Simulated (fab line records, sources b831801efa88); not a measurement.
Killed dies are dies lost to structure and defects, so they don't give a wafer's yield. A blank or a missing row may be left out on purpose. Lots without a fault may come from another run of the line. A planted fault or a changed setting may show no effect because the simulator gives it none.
fab line records | flow sky130
record lots=5 wafers=15 last_day=50
route steps=708 shown LDD_N@253 LDD_P@255 LDD_HVN@267 LDD_HVP@278 LDD_LDN@289
lots that met no fault: from a run of the same line without faults
start_h: hours from the record's first day to the start of the lot's first wafer shown | wait_h: hours since the lot's step before | " the same as in the row above | L1.1+2: a row that stands for several wafers | - no value, or no start given | * or withheld: withheld | < > ~ a bound
route shown NAME@n: a module of which the file shows steps, and the number in the route of the first | usual: mean/standard deviation of fault-free wafers | same: alike in all rows | chamber/n: place in a boat | sites: the reading at each site | _std_site: their standard deviation | _edge_site: outer sites' mean less inner sites' | radius_mm: how far each site lies from the wafer's centre | mask NAME#n: copy n | behind: the tool/chamber that last shaped the wafer | hold: why the lot was held/for how many hours/how that ended | device: the transistor (n, p or np) that didn't switch | end of line: the same wafers' tests at the end of the route | a step without rows: its recipe alone | killed: dies lost to structure and defects at the first sort, not the wafer's yield | map: a wafer's dies, x killed, . not, _ none there
set.NAME: the setting as run; set.NAME@STEP: as run at that earlier step | model.NAME: the simulator's own value behind a step, which no gauge read
lots at some steps of the route; a table a step, a row a wafer
services: from which hour (start_h, from the record's first day; less than 0 if before it) a tool's chamber was out of use, for how many hours, and why
## steps
# step SKY_LDD_N_STRIP_16
# recipe chemistry=O2/N2 power_w=1400 pressure_mtorr=1500 platen_temp_c=withheld o2_flow_sccm=3000 n2_flow_sccm=300 overash_fraction=0.5
# usual drypump_motor_current_A=6.0/0.47 oes_product_au=0.407/0.0047 strip_time_to_endpoint_s=4.317/0.016
# columns lot.wafer tool chamber start_h wait_h drypump_motor_current_A oes_product_au rf_hours_counter_h strip_time_to_endpoint_s
L075.1 plasma_asher-03 0 418.61 0.1 5.9 0.405 70 4.301
L075.4 " 0 " " 5.9 0.412 - 4.315
L075.5 " 0 " " 5.9 0.405 - 4.307
L082.1 plasma_asher-01 0 475.39 0.1 6.6 0.408 38 4.292
L082.3 " 0 " " 6.6 0.416 - 4.325
L082.5 " 1 " " 5.8 0.416 - 4.323
L087.1 plasma_asher-03 1 526.96 0.1 6.2 0.407 9 4.316
L087.5 " 0 " " 5.9 0.407 - 4.318
L087.6 " 1 " " 6.2 0.410 - 4.293
L093.2 plasma_asher-03 1 572.39 0.1 6.2 0.406 14 4.327
L093.4 " 0 " " 5.9 0.405 - 4.293
L093.5 " 0 " " 5.9 0.408 - 4.336
L096.1 plasma_asher-03 1 612.16 0.1 6.2 0.396 18 4.293
L096.2 " 0 " " 5.9 0.403 18 4.283
L096.3 " 0 " " 6.0 0.408 - 4.311
# step SKY_LDD_N_TW_MEAS_17
# usual LDD_N_TW=2594/33
# columns lot.wafer tool chamber start_h wait_h LDD_N_TW
L075.1 film_metro-04 - 418.71 0.1 2629
L075.4 " - " " 2649
L075.5 " - " " 2651
L082.1 film_metro-01 - 475.49 0.1 2571
L082.3 " - " " 2561
L082.5 " - " " 2586
L087.1 film_metro-04 - 527.06 0.1 2619
L087.5 " - " " 2621
L087.6 " - " " 2615
L093.2 film_metro-04 - 572.50 0.1 2623
L093.4 " - " " 2619
L093.5 " - " " 2628
L096.1 film_metro-02 - 612.26 0.1 2556
L096.2 " - " " 2550
L096.3 " - " " 2556
# step SKY_LDD_P_DEHYDRATE_00
# recipe temp_c=200 time_s=60
# usual plate_temp_C=199.97/0.15
# columns lot.wafer tool chamber start_h wait_h plate_temp_C
L075.1 litho_track-04 0 433.47 14.8 200.00
L075.4 " 0 " " 200.02
L075.5 " 0 " " 199.81
L082.1 litho_track-01 0 490.89 15.4 200.13
L082.3 " 0 " " 199.90
L082.5 " 0 " " 200.00
L087.1 litho_track-04 0 541.22 14.2 199.86
L087.5 " 0 " " 200.09
L087.6 " 0 " " 199.83
L093.2 litho_track-03 0 587.10 14.6 199.85
L093.4 " 0 " " 199.76
L093.5 " 0 " " 199.76
L096.1 litho_track-04 0 626.02 13.8 200.16
L096.2 " 0 " " 199.98
L096.3 " 0 " " 199.90
# step SKY_LDD_P_HMDS_01
# recipe prime_time_s=60 prime_temp_c=120
# same prime_time_s=60
# columns lot.wafer tool chamber start_h wait_h
L075.1+4+5 litho_track-04 0 433.62 0.1
L082.1+3+5 litho_track-01 0 491.04 0.1
L087.1+5+6 litho_track-04 0 541.37 0.1
L093.2+4+5 litho_track-03 0 587.25 0.1
L096.1+2+3 litho_track-04 0 626.17 0.1
# step SKY_LDD_P_COAT_02
# recipe resist=NOVOLAK spin_rpm=3000 resist_thk_nm=1140
# usual dispense_pressure_kPa=53/3.5
# columns lot.wafer tool chamber start_h wait_h dispense_pressure_kPa
L075.1 litho_track-04 0 433.77 0.1 52
L075.4 " 0 " " 52
L075.5 " 0 " " 52
L082.1 litho_track-01 0 491.19 0.1 58
L082.3 " 0 " " 58
L082.5 " 0 " " 58
L087.1 litho_track-04 0 541.52 0.1 52
L087.5 " 0 " " 52
L087.6 " 0 " " 52
L093.2 litho_track-03 0 587.40 0.1 49
L093.4 " 0 " " 49
L093.5 " 0 " " 49
L096.1 litho_track-04 0 626.32 0.1 52
L096.2 " 0 " " 52
L096.3 " 0 " " 52
# step SKY_LDD_P_SOFTBAKE_03
# recipe temp_c=90 time_s=60 resist=NOVOLAK
# usual plate_temp_C=90.03/0.13
# columns lot.wafer tool chamber start_h wait_h plate_temp_C
L075.1 litho_track-04 0 433.92 0.1 89.93
L075.4 " 0 " " 89.98
L075.5 " 0 " " 90.11
L082.1 litho_track-01 0 491.34 0.1 90.03
L082.3 " 0 " " 89.98
L082.5 " 0 " " 90.15
L087.1 litho_track-04 0 541.67 0.1 90.26
L087.5 " 0 " " 90.30
L087.6 " 0 " " 89.94
L093.2 litho_track-03 0 587.55 0.1 90.11
L093.4 " 0 " " 90.06
L093.5 " 0 " " 90.04
L096.1 litho_track-04 0 626.47 0.1 90.07
L096.2 " 0 " " 90.02
L096.3 " 0 " " 90.15
# step SKY_LDD_P_EXPOSE_04
# recipe mask_id=PSDM na=0.6 source_shape=conventional sigma_outer=0.6 polarization=unpolarized target_cd_nm=380 dose_mj=138
# columns lot.wafer tool chamber start_h wait_h mask
L075.1+4+5 iline_stepper-02 0 - - PSDM#0
L082.1+3+5 iline_stepper-02 0 - - PSDM#0
L087.1+5+6 iline_stepper-01 0 - - PSDM#0
L093.2+4+5 iline_stepper-01 0 - - PSDM#0
L096.1+2+3 iline_stepper-01 0 - - PSDM#0
# step SKY_LDD_P_PEB_05
# recipe temp_c=withheld time_s=* resist=NOVOLAK
# columns lot.wafer tool chamber start_h wait_h
L075.1+4+5 litho_track-01 0 - -
L082.1+3+5 litho_track-01 0 - -
L087.1+5+6 litho_track-01 0 - -
L093.2+4+5 litho_track-04 0 - -
L096.1+2+3 litho_track-01 0 - -
# step SKY_LDD_P_DEVELOP_06
# recipe resist=NOVOLAK developer=TMAH develop_time_s=60 dev_temp_c=23
# usual developer_temp_C=22.97/0.12
# columns lot.wafer tool chamber start_h wait_h developer_temp_C
L075.1 litho_track-01 0 449.94 0.1 22.84
L075.4 " 0 " " 22.78
L075.5 " 0 " " 22.83
L082.1 litho_track-01 0 506.39 0.1 22.98
L082.3 " 0 " " 22.85
L082.5 " 0 " " 22.81
L087.1 litho_track-01 0 556.99 0.1 23.10
L087.5 " 0 " " 23.16
L087.6 " 0 " " 22.99
L093.2 litho_track-04 0 601.85 0.1 22.78
L093.4 " 0 " " 23.10
L093.5 " 0 " " 23.00
L096.1 litho_track-01 0 641.29 0.1 23.08
L096.2 " 0 " " 22.99
L096.3 " 0 " " 22.99
# step SKY_LDD_P_CD_MEAS_07
# recipe target_cd_nm=380
# usual cd_nm=379.8/2.7
# columns lot.wafer tool chamber start_h wait_h cd_nm
L075.1 cd_sem-02 - 450.09 0.1 379.5
L075.4 " - " " 378.9
L075.5 " - " " 378.4
L082.1 cd_sem-01 - 506.54 0.1 383.7
L082.3 " - " " 384.2
L082.5 " - " " 381.5
L087.1 cd_sem-02 - 557.14 0.1 375.8
L087.5 " - " " 374.3
L087.6 " - " " 377.7
L093.2 cd_sem-02 - 601.99 0.1 379.7
L093.4 " - " " 380.5
L093.5 " - " " 380.5
L096.1 cd_sem-01 - 641.44 0.1 378.7
L096.2 " - " " 378.7
L096.3 " - " " 378.6
# step SKY_LDD_P_OVL_MEAS_08
# usual LDD_P_OVL=-0.2/1.3
# columns lot.wafer tool chamber start_h wait_h LDD_P_OVL[nm]
L075.1 overlay-02 - 450.21 0.1 -0.7
L075.4 " - " " -1.8
L075.5 " - " " -1.3
L082.1 overlay-02 - 506.66 0.1 0.2
L082.3 " - " " 1.0
L082.5 " - " " -0.9
L087.1 overlay-01 - 557.26 0.1 -1.9
L087.5 " - " " -2.0
L087.6 " - " " -1.0
L093.2 overlay-02 - 602.10 0.1 1.0
L093.4 " - " " 1.2
L093.5 " - " " 1.6
L096.1 overlay-01 - 641.56 0.1 0.3
L096.2 " - " " 0.6
L096.3 " - " " 1.4
# step SKY_LDD_P_IMPLANT_09
# recipe species=BF2 energy_kev=25 dose_cm2=1e+13 tilt_deg=withheld
# columns lot.wafer tool chamber start_h wait_h
L075.1+4+5 implanter-01 0 450.24 0.0
L082.1+3+5 implanter-04 0 506.69 0.0
L087.1+5+6 implanter-01 0 557.29 0.0
L093.2+4+5 implanter-01 0 602.15 0.0
L096.1+2+3 implanter-04 0 641.59 0.0
# step SKY_LDD_P_STRIP_10
# recipe chemistry=O2/N2 power_w=1400 pressure_mtorr=1500 platen_temp_c=withheld o2_flow_sccm=3000 n2_flow_sccm=300 overash_fraction=0.5
# usual drypump_motor_current_A=5.9/0.54 oes_product_au=0.716/0.0046 strip_time_to_endpoint_s=14.17/0.04
# columns lot.wafer tool chamber start_h wait_h drypump_motor_current_A oes_product_au rf_hours_counter_h strip_time_to_endpoint_s
L075.1 plasma_asher-02 1 450.39 0.1 6.0 0.710 62 14.18
L075.4 " 0 " " 5.0 0.714 - 14.17
L075.5 " 1 " " 6.0 0.716 - 14.23
L082.1 plasma_asher-02 0 506.84 0.1 5.0 0.715 67 14.09
L082.3 " 1 " " 6.0 0.716 - 14.08
L082.5 " 1 " " 6.1 0.718 - 14.10
L087.1 plasma_asher-04 1 557.44 0.1 5.8 0.725 88 14.13
L087.5 " 0 " " 6.6 0.717 - 14.17
L087.6 " 1 " " 5.8 0.719 - 14.18
L093.2 plasma_asher-04 1 602.28 0.1 5.8 0.713 92 14.11
L093.4 " 0 " " 6.6 0.718 - 14.11
L093.5 " 0 " " 6.6 0.713 - 14.14
L096.1 plasma_asher-02 1 641.74 0.1 6.1 0.713 80 14.21
L096.2 " 0 " " 5.0 0.710 80 14.14
L096.3 " 1 " " 6.1 0.719 - 14.17
# step SKY_LDD_P_TW_MEAS_11
# usual LDD_P_TW=638/7.4
# columns lot.wafer tool chamber start_h wait_h LDD_P_TW
L075.1 film_metro-04 - 450.49 0.1 647
L075.4 " - " " 641
L075.5 " - " " 649
L082.1 film_metro-03 - 506.94 0.1 642
L082.3 " - " " 639
L082.5 " - " " 641
L087.1 film_metro-04 - 557.54 0.1 645
L087.5 " - " " 642
L087.6 " - " " 643
L093.2 film_metro-02 - 602.39 0.1 633
L093.4 " - " " 630
L093.5 " - " " 632
L096.1 film_metro-02 - 641.84 0.1 631
L096.2 " - " " 626
L096.3 " - " " 631
# step SKY_LDD_HVN_DEHYDRATE_00
# recipe temp_c=200 time_s=60
# usual plate_temp_C=200.01/0.17
# columns lot.wafer tool chamber start_h wait_h plate_temp_C
L075.1 litho_track-03 0 465.62 15.1 200.01
L075.4 " 0 " " 199.92
L075.5 " 0 " " 200.06
L082.1 litho_track-02 0 522.40 15.4 199.92
L082.3 " 0 " " 199.88
L082.5 " 0 " " 199.97
L087.1 litho_track-03 0 572.02 14.5 200.00
L087.5 " 0 " " 200.13
L087.6 " 0 " " 200.15
L093.2 litho_track-03 0 616.70 14.3 200.05
L093.4 " 0 " " 199.82
L093.5 " 0 " " 200.18
L096.1 litho_track-01 0 655.49 13.6 200.03
L096.2 " 0 " " 199.93
L096.3 " 0 " " 200.22
# step SKY_LDD_HVN_HMDS_01
# recipe prime_time_s=60 prime_temp_c=120
# same prime_time_s=60
# columns lot.wafer tool chamber start_h wait_h
L075.1+4+5 litho_track-03 0 465.77 0.1
L082.1+3+5 litho_track-02 0 522.55 0.1
L087.1+5+6 litho_track-03 0 572.17 0.1
L093.2+4+5 litho_track-03 0 616.85 0.1
L096.1+2+3 litho_track-01 0 655.64 0.1
# step SKY_LDD_HVN_COAT_02
# recipe resist=NOVOLAK spin_rpm=3000 resist_thk_nm=300
# usual dispense_pressure_kPa=53/3.7
# columns lot.wafer tool chamber start_h wait_h dispense_pressure_kPa
L075.1 litho_track-03 0 465.92 0.1 49
L075.4 " 0 " " 49
L075.5 " 0 " " 49
L082.1 litho_track-02 0 522.70 0.1 53
L082.3 " 0 " " 53
L082.5 " 0 " " 53
L087.1 litho_track-03 0 572.32 0.1 49
L087.5 " 0 " " 49
L087.6 " 0 " " 49
L093.2 litho_track-03 0 617.00 0.1 49
L093.4 " 0 " " 49
L093.5 " 0 " " 49
L096.1 litho_track-01 0 655.79 0.1 58
L096.2 " 0 " " 58
L096.3 " 0 " " 58
# step SKY_LDD_HVN_SOFTBAKE_03
# recipe temp_c=90 time_s=60 resist=NOVOLAK
# usual plate_temp_C=90.02/0.13
# columns lot.wafer tool chamber start_h wait_h plate_temp_C
L075.1 litho_track-03 0 466.07 0.1 90.10
L075.4 " 0 " " 89.89
L075.5 " 0 " " 90.01
L082.1 litho_track-02 0 522.85 0.1 90.00
L082.3 " 0 " " 90.12
L082.5 " 0 " " 89.95
L087.1 litho_track-03 0 572.47 0.1 89.91
L087.5 " 0 " " 89.90
L087.6 " 0 " " 89.92
L093.2 litho_track-03 0 617.15 0.1 89.79
L093.4 " 0 " " 89.80
L093.5 " 0 " " 90.00
L096.1 litho_track-01 0 655.94 0.1 89.85
L096.2 " 0 " " 89.87
L096.3 " 0 " " 90.01
# step SKY_LDD_HVN_EXPOSE_04
# recipe mask_id=HVNTM na=0.6 source_shape=conventional sigma_outer=0.6 polarization=unpolarized target_cd_nm=700 dose_mj=127
# columns lot.wafer tool chamber start_h wait_h mask
L075.1+4+5 iline_stepper-01 0 - - HVNTM#0
L082.1+3+5 iline_stepper-02 0 - - HVNTM#0
L087.1+5+6 iline_stepper-02 0 - - HVNTM#0
L093.2+4+5 iline_stepper-02 0 - - HVNTM#0
L096.1+2+3 iline_stepper-01 0 - - HVNTM#0
# step SKY_LDD_HVN_PEB_05
# recipe temp_c=withheld time_s=* resist=NOVOLAK
# columns lot.wafer tool chamber start_h wait_h
L075.1+4+5 litho_track-02 0 - -
L082.1+3+5 litho_track-02 0 - -
L087.1+5+6 litho_track-01 0 - -
L093.2+4+5 litho_track-02 0 - -
L096.1+2+3 litho_track-02 0 - -
# step SKY_LDD_HVN_DEVELOP_06
# recipe resist=NOVOLAK developer=TMAH develop_time_s=60 dev_temp_c=23
# usual developer_temp_C=23.02/0.11
# columns lot.wafer tool chamber start_h wait_h developer_temp_C
L075.1 litho_track-02 0 481.65 0.1 23.11
L075.4 " 0 " " 22.96
L075.5 " 0 " " 23.02
L082.1 litho_track-02 0 538.00 0.1 23.07
L082.3 " 0 " " 23.14
L082.5 " 0 " " 23.19
L087.1 litho_track-01 0 587.74 0.1 23.08
L087.5 " 0 " " 22.84
L087.6 " 0 " " 22.90
L093.2 litho_track-02 0 631.83 0.1 23.21
L093.4 " 0 " " 23.13
L093.5 " 0 " " 23.08
L096.1 litho_track-02 0 670.25 0.1 22.89
L096.2 " 0 " " 22.83
L096.3 " 0 " " 22.94
# step SKY_LDD_HVN_OVL_MEAS_07
# usual LDD_HVN_OVL=0.3/1.2
# columns lot.wafer tool chamber start_h wait_h LDD_HVN_OVL[nm]
L075.1 overlay-01 - 481.80 0.1 -1.4
L075.4 " - " " -0.6
L075.5 " - " " 0.8
L082.1 overlay-02 - 538.15 0.1 2.7
L082.3 " - " " 2.0
L082.5 " - " " 1.3
L087.1 overlay-01 - 587.89 0.1 1.6
L087.5 " - " " 0.7
L087.6 " - " " -0.2
L093.2 overlay-01 - 631.96 0.1 -0.3
L093.4 " - " " -0.7
L093.5 " - " " -0.5
L096.1 overlay-02 - 670.40 0.1 1.3
L096.2 " - " " 2.3
L096.3 " - " " 1.3
# step SKY_LDD_HVN_IMPLANT_08
# recipe species=P energy_kev=60 dose_cm2=3e+13 tilt_deg=40
# columns lot.wafer tool chamber start_h wait_h
L075.1+4+5 implanter-03 0 481.84 0.0
L082.1+3+5 implanter-02 0 538.19 0.0
L087.1+5+6 implanter-03 0 587.92 0.0
L093.2+4+5 implanter-03 0 632.01 0.0
L096.1+2+3 implanter-03 0 670.44 0.0
# step SKY_LDD_HVN_STRIP_09
# recipe chemistry=O2/N2 power_w=1400 pressure_mtorr=1500 platen_temp_c=withheld o2_flow_sccm=3000 n2_flow_sccm=300 overash_fraction=0.5
# usual drypump_motor_current_A=6.2/0.35 oes_product_au=0.408/0.0046 strip_time_to_endpoint_s=4.128/0.013
# columns lot.wafer tool chamber start_h wait_h drypump_motor_current_A oes_product_au rf_hours_counter_h strip_time_to_endpoint_s
L075.1 plasma_asher-04 1 481.99 0.1 5.8 0.411 80 4.141
L075.4 " 1 " " 5.8 0.406 - 4.151
L075.5 " 0 " " 6.6 0.409 - 4.153
L082.1 plasma_asher-01 0 538.34 0.1 6.6 0.406 43 4.138
L082.3 " 0 " " 6.6 0.412 - 4.130
L082.5 " 0 " " 6.7 0.413 - 4.139
L087.1 plasma_asher-04 1 588.07 0.1 5.8 0.410 91 4.117
L087.5 " 0 " " 6.6 0.411 - 4.119
L087.6 " 1 " " 5.8 0.406 - 4.125
L093.2 plasma_asher-04 0 632.14 0.1 6.6 0.411 95 4.129
L093.4 " 0 " " 6.6 0.409 - 4.131
L093.5 " 1 " " 5.8 0.410 - 4.143
L096.1 plasma_asher-03 1 670.59 0.1 6.2 0.394 24 4.117
L096.2 " 0 " " 5.9 0.405 24 4.133
L096.3 " 0 " " 5.9 0.403 - 4.119
# step SKY_LDD_HVN_TW_MEAS_10
# usual LDD_HVN_TW=1446/16
# columns lot.wafer tool chamber start_h wait_h LDD_HVN_TW
L075.1 film_metro-03 - 482.09 0.1 1461
L075.4 " - " " 1457
L075.5 " - " " 1461
L082.1 film_metro-04 - 538.44 0.1 1464
L082.3 " - " " 1460
L082.5 " - " " 1463
L087.1 film_metro-01 - 588.17 0.1 1420
L087.5 " - " " 1425
L087.6 " - " " 1417
L093.2 film_metro-01 - 632.25 0.1 1436
L093.4 " - " " 1422
L093.5 " - " " 1428
L096.1 film_metro-01 - 670.69 0.1 1425
L096.2 " - " " 1421
L096.3 " - " " 1422
# step SKY_LDD_HVP_DEHYDRATE_00
# recipe temp_c=200 time_s=60
# usual plate_temp_C=199.98/0.14
# columns lot.wafer tool chamber start_h wait_h plate_temp_C
L075.1 litho_track-04 0 496.72 14.6 200.06
L075.4 " 0 " " 200.13
L075.5 " 0 " " 199.93
L082.1 litho_track-04 0 552.52 14.1 199.80
L082.3 " 0 " " 200.02
L082.5 " 0 " " 199.93
L087.1 litho_track-01 0 601.89 13.7 200.13
L087.5 " 0 " " 200.05
L087.6 " 0 " " 200.14
L093.2 litho_track-04 0 646.40 14.1 199.97
L093.4 " 0 " " 200.21
L093.5 " 0 " " 199.94
L096.1 litho_track-04 0 683.87 13.2 200.22
L096.2 " 0 " " 200.05
L096.3 " 0 " " 199.89
# step SKY_LDD_HVP_HMDS_01
# recipe prime_time_s=60 prime_temp_c=120
# same prime_time_s=60
# columns lot.wafer tool chamber start_h wait_h
L075.1+4+5 litho_track-04 0 496.87 0.1
L082.1+3+5 litho_track-04 0 552.67 0.1
L087.1+5+6 litho_track-01 0 602.04 0.1
L093.2+4+5 litho_track-04 0 646.55 0.1
L096.1+2+3 litho_track-04 0 684.02 0.1
# step SKY_LDD_HVP_COAT_02
# recipe resist=NOVOLAK spin_rpm=3000 resist_thk_nm=300
# usual dispense_pressure_kPa=54.4/2.7
# columns lot.wafer tool chamber start_h wait_h dispense_pressure_kPa
L075.1 litho_track-04 0 497.02 0.1 52.0
L075.4 " 0 " " 52.0
L075.5 " 0 " " 52.0
L082.1 litho_track-04 0 552.82 0.1 52.0
L082.3 " 0 " " 51.9
L082.5 " 0 " " 52.0
L087.1 litho_track-01 0 602.19 0.1 57.8
L087.5 " 0 " " 57.8
L087.6 " 0 " " 57.9
L093.2 litho_track-04 0 646.70 0.1 52.0
L093.4 " 0 " " 52.0
L093.5 " 0 " " 52.0
L096.1 litho_track-04 0 684.17 0.1 52.0
L096.2 " 0 " " 52.0
L096.3 " 0 " " 52.0
# step SKY_LDD_HVP_SOFTBAKE_03
# recipe temp_c=90 time_s=60 resist=NOVOLAK
# usual plate_temp_C=89.99/0.12
# columns lot.wafer tool chamber start_h wait_h plate_temp_C
L075.1 litho_track-04 0 497.17 0.1 89.78
L075.4 " 0 " " 89.79
L075.5 " 0 " " 89.89
L082.1 litho_track-04 0 552.97 0.1 89.93
L082.3 " 0 " " 90.02
L082.5 " 0 " " 90.12
L087.1 litho_track-01 0 602.34 0.1 90.01
L087.5 " 0 " " 89.96
L087.6 " 0 " " 89.76
L093.2 litho_track-04 0 646.85 0.1 90.02
L093.4 " 0 " " 90.05
L093.5 " 0 " " 89.96
L096.1 litho_track-04 0 684.32 0.1 89.92
L096.2 " 0 " " 89.99
L096.3 " 0 " " 90.02
# step SKY_LDD_HVP_EXPOSE_04
# recipe mask_id=HVPTM na=0.6 source_shape=conventional sigma_outer=0.6 polarization=unpolarized target_cd_nm=700 dose_mj=86
# columns lot.wafer tool chamber start_h wait_h mask
L075.1+4+5 iline_stepper-02 0 - - HVPTM#0
L082.1+3+5 iline_stepper-02 0 - - HVPTM#0
L087.1+5+6 iline_stepper-02 0 - - HVPTM#0
L093.2+4+5 iline_stepper-01 0 - - HVPTM#0
L096.1+2+3 iline_stepper-01 0 - - HVPTM#0
# step SKY_LDD_HVP_PEB_05
# recipe temp_c=withheld time_s=* resist=NOVOLAK
# columns lot.wafer tool chamber start_h wait_h
L075.1+4+5 litho_track-02 0 - -
L082.1+3+5 litho_track-01 0 - -
L087.1+5+6 litho_track-01 0 - -
L093.2+4+5 litho_track-02 0 - -
L096.1+2+3 litho_track-02 0 - -
# step SKY_LDD_HVP_DEVELOP_06
# recipe resist=NOVOLAK developer=TMAH develop_time_s=60 dev_temp_c=23
# usual developer_temp_C=22.99/0.1
# columns lot.wafer tool chamber start_h wait_h developer_temp_C
L075.1 litho_track-02 0 512.20 0.1 22.97
L075.4 " 0 " " 22.92
L075.5 " 0 " " 22.83
L082.1 litho_track-01 0 568.14 0.1 23.00
L082.3 " 0 " " 23.07
L082.5 " 0 " " 23.01
L087.1 litho_track-01 0 616.84 0.1 22.97
L087.5 " 0 " " 23.09
L087.6 " 0 " " 22.97
L093.2 litho_track-02 0 661.18 0.1 22.99
L093.4 " 0 " " 22.98
L093.5 " 0 " " 22.89
L096.1 litho_track-02 0 698.05 0.1 22.99
L096.2 " 0 " " 23.01
L096.3 " 0 " " 23.05
# step SKY_LDD_HVP_OVL_MEAS_07
# usual LDD_HVP_OVL=-0.2/1.5
# columns lot.wafer tool chamber start_h wait_h LDD_HVP_OVL[nm]
L075.1 overlay-02 - 512.35 0.1 -2.6
L075.4 " - " " -2.6
L075.5 " - " " -1.8
L082.1 overlay-02 - 568.29 0.1 2.9
L082.3 " - " " 2.5
L082.5 " - " " 2.1
L087.1 overlay-02 - 616.99 0.1 2.4
L087.5 " - " " -0.7
L087.6 " - " " 0.9
L093.2 overlay-02 - 661.31 0.1 -0.8
L093.4 " - " " -0.3
L093.5 " - " " 0.6
L096.1 overlay-02 - 698.20 0.1 -1.9
L096.2 " - " " -0.9
L096.3 " - " " -2.8
# step SKY_LDD_HVP_IMPLANT_08
# recipe species=B energy_kev=20 dose_cm2=1.7e+13 tilt_deg=17.9
# columns lot.wafer tool chamber start_h wait_h
L075.1+4+5 implanter-04 0 512.39 0.0
L082.1+3+5 implanter-02 0 568.32 0.0
L087.1+5+6 implanter-02 0 617.02 0.0
L093.2+4+5 implanter-02 0 661.36 0.0
L096.1+2+3 implanter-02 0 698.24 0.0
# step SKY_LDD_HVP_STRIP_09
# recipe chemistry=O2/N2 power_w=1400 pressure_mtorr=1500 platen_temp_c=withheld o2_flow_sccm=3000 n2_flow_sccm=300 overash_fraction=0.5
# usual drypump_motor_current_A=6.0/0.56 oes_product_au=0.408/0.0048 strip_time_to_endpoint_s=4.134/0.016
# columns lot.wafer tool chamber start_h wait_h drypump_motor_current_A oes_product_au rf_hours_counter_h strip_time_to_endpoint_s
L075.1 plasma_asher-01 0 512.54 0.1 6.7 0.407 41 4.163
L075.4 " 1 " " 5.8 0.400 - 4.156
L075.5 " 0 " " 6.7 0.412 - 4.153
L082.1 plasma_asher-04 1 568.47 0.1 5.8 0.418 89 4.146
L082.3 " 0 " " 6.6 0.409 - 4.149
L082.5 " 0 " " 6.6 0.406 - 4.154
L087.1 plasma_asher-04 0 617.17 0.1 6.6 0.409 93 4.148
L087.5 " 1 " " 5.8 0.413 - 4.123
L087.6 " 0 " " 6.6 0.405 - 4.145
L093.2 plasma_asher-02 1 661.49 0.1 6.1 0.410 83 4.128
L093.4 " 0 " " 4.9 0.402 - 4.150
L093.5 " 0 " " 5.0 0.407 - 4.140
L096.1 plasma_asher-01 1 698.39 0.1 5.8 0.413 59 4.168
L096.2 " 0 " " 6.7 0.414 59 4.148
L096.3 " 0 " " 6.7 0.413 - 4.148
# step SKY_LDD_HVP_TW_MEAS_10
# usual LDD_HVP_TW=453/3.9
# columns lot.wafer tool chamber start_h wait_h LDD_HVP_TW
L075.1 film_metro-01 - 512.64 0.1 454
L075.4 " - " " 453
L075.5 " - " " 456
L082.1 film_metro-01 - 568.57 0.1 454
L082.3 " - " " 454
L082.5 " - " " 454
L087.1 film_metro-01 - 617.27 0.1 450
L087.5 " - " " 451
L087.6 " - " " 451
L093.2 film_metro-01 - 661.60 0.1 452
L093.4 " - " " 453
L093.5 " - " " 451
L096.1 film_metro-02 - 698.49 0.1 452
L096.2 " - " " 450
L096.3 " - " " 450
# step SKY_LDD_LDN_DEHYDRATE_00
# recipe temp_c=200 time_s=60
# usual plate_temp_C=200.01/0.14
# columns lot.wafer tool chamber start_h wait_h plate_temp_C
L075.1 litho_track-02 0 527.15 14.5 200.03
L075.4 " 0 " " 200.17
L075.5 " 0 " " 199.94
L082.1 litho_track-04 0 582.87 14.3 200.11
L082.3 " 0 " " 199.91
L082.5 " 0 " " 199.96
L087.1 litho_track-04 0 631.57 14.3 200.03
L087.5 " 0 " " 200.16
L087.6 " 0 " " 200.13
L093.2 litho_track-04 0 674.90 13.3 199.98
L093.4 " 0 " " 200.04
L093.5 " 0 " " 199.93
L096.1 litho_track-02 0 712.50 14.0 199.98
L096.2 " 0 " " 199.83
L096.3 " 0 " " 199.90
# step SKY_LDD_LDN_HMDS_01
# recipe prime_time_s=60 prime_temp_c=120
# same prime_time_s=60
# columns lot.wafer tool chamber start_h wait_h
L075.1+4+5 litho_track-02 0 527.30 0.1
L082.1+3+5 litho_track-04 0 583.02 0.1
L087.1+5+6 litho_track-04 0 631.72 0.1
L093.2+4+5 litho_track-04 0 675.05 0.1
L096.1+2+3 litho_track-02 0 712.65 0.1
# step SKY_LDD_LDN_COAT_02
# recipe resist=NOVOLAK spin_rpm=3000 resist_thk_nm=1140
# usual dispense_pressure_kPa=51.6/1.5
# columns lot.wafer tool chamber start_h wait_h dispense_pressure_kPa
L075.1 litho_track-02 0 527.45 0.1 53.0
L075.4 " 0 " " 53.0
L075.5 " 0 " " 53.1
L082.1 litho_track-04 0 583.17 0.1 52.0
L082.3 " 0 " " 52.0
L082.5 " 0 " " 52.0
L087.1 litho_track-04 0 631.87 0.1 52.0
L087.5 " 0 " " 51.9
L087.6 " 0 " " 51.9
L093.2 litho_track-04 0 675.20 0.1 51.9
L093.4 " 0 " " 52.0
L093.5 " 0 " " 52.0
L096.1 litho_track-02 0 712.80 0.1 53.0
L096.2 " 0 " " 53.0
L096.3 " 0 " " 53.0
## services
# columns tool chamber start_h hours kind
plasma_asher-02 - 403.98 2.8 pm
plasma_asher-02 - 415.85 15.6 pm
plasma_asher-03 - 420.25 15.6 pm
iline_stepper-02 - 424.57 2.7 repair
plasma_asher-03 - 435.85 9.0 pm
implanter-03 - 436.56 6.5 pm
iline_stepper-02 - 462.49 6.2 repair
implanter-03 - 467.20 4.1 repair
plasma_asher-02 - 478.57 10.8 repair
iline_stepper-01 - 478.67 3.9 repair
iline_stepper-01 - 483.81 1.7 pm
plasma_asher-04 - 497.68 14.6 pm
iline_stepper-02 - 502.64 15.6 repair
implanter-02 - 506.23 1.8 repair
plasma_asher-03 - 508.99 1.5 repair
iline_stepper-02 - 546.28 1.7 pm
iline_stepper-02 - 585.55 10.3 repair
plasma_asher-04 - 588.68 2.8 pm
iline_stepper-01 - 623.63 1.2 repair
implanter-02 - 630.42 1.8 repair
implanter-02 - 632.27 3.7 pm
plasma_asher-04 - 633.45 12.5 repair
iline_stepper-02 - 687.28 1.0 repair
iline_stepper-01 - 701.99 1.7 pm
## key
fault none
